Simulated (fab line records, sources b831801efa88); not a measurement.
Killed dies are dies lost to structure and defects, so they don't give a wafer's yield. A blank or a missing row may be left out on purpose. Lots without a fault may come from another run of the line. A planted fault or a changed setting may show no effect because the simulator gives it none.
Problem report in the 8D (eight disciplines) form, filled by code | flow gf180mcu | the parts of the form that need people (team, actions taken, sign-off) are left out

1. THE PROBLEM
M3_OVL at GF_M3_OVL_MEAS_15 reads a mean of 69 nm on 9 wafers of 3 lots; wafers without a fault read -1 nm with a standard deviation of 5.5. That is +13 standard deviations from the usual mean.
First seen on wafer L238.1, day 25 18:31, on overlay-01. The record holds 42 wafers of 14 lots with a number at this step. Rule for "out", or "out of limits": more than 4 standard deviations from the usual mean. The other wafers with a number count as sound.

2. WHAT IT IS AND WHAT IT IS NOT
question                    | is                     | is not
which readings at this step | M3_OVL                 | -
which lots                  | L238, L239, L240       | L226, L227, L229, L230, L231, L232, L233, L234, L245, L246, L249
which wafers of those lots  | all that have a number | -
read on which gauges        | overlay-01             | overlay-02
when                        | from day 25 18:31      | up to then (24 sound wafers); but 9 sound wafers of L245, L246, L249 came after

3. SUSPECTS, AND WHAT RULES EACH OUT
Counting: a tool at a process step up to the reading stays a suspect if it ran every lot that is out and no sound lot after the first of them.
- the gauge at GF_M3_OVL_MEAS_15: kept. All the wafers that are out were read on overlay-01, and no step on other tools shows them out.
- krf_scanner-01 at GF_M3_EXPOSE_11 (exposes mask Metal3, target cd 280 nm): kept. It ran every lot that is out, first L238 (day 25 08:03), and no sound lot after that; its last sound lot up to then is L232 (day 23 05:28).
Left after counting: krf_scanner-01 at GF_M3_EXPOSE_11, overlay-01 at GF_M3_OVL_MEAS_15.

4. THE CAUSE (what the simulator had put in)
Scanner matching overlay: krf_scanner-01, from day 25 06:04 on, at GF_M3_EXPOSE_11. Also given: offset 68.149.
Counting left 2 suspects, and this tool is among them.

5. THE CHAIN OF EFFECTS, in route order
Each row: a reading whose mean over the struck wafers that have a number lies more than 3 standard deviations from the usual. Only readings for which the record gives a usual standard deviation are gone through. hours: the time from each lot's start at the first step in this table that gives one to its start at this step, as a median over the lots. sigmas: the change in usual standard deviations.
hours | step              | reading | usual | on struck wafers | change | sigmas
0     | GF_M3_OVL_MEAS_15 | M3_OVL  | -1 nm | 69               | +70    | +13
Later measuring or inspecting steps at which every struck wafer that the step has a row for has a number for every such reading, and none has moved that far: GF_V3_CD_MEAS_14, GF_M4_OVL_MEAS_15.

6. WHAT WOULD HAVE CAUGHT IT SOONER
In this record the first reading out of limits at a measuring or inspecting step was taken at day 25 18:31, 12 hours after the fault began at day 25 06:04.
Of the tool readings at GF_M3_EXPOSE_11 for which the record gives a usual standard deviation, none was out on any struck wafer, so an alarm limit of 4 standard deviations on them would not have fired.
All the lots that are out (3) had begun GF_M3_EXPOSE_11 on krf_scanner-01 by day 25 18:31. A hold on the tool at that time would have spared none of them.
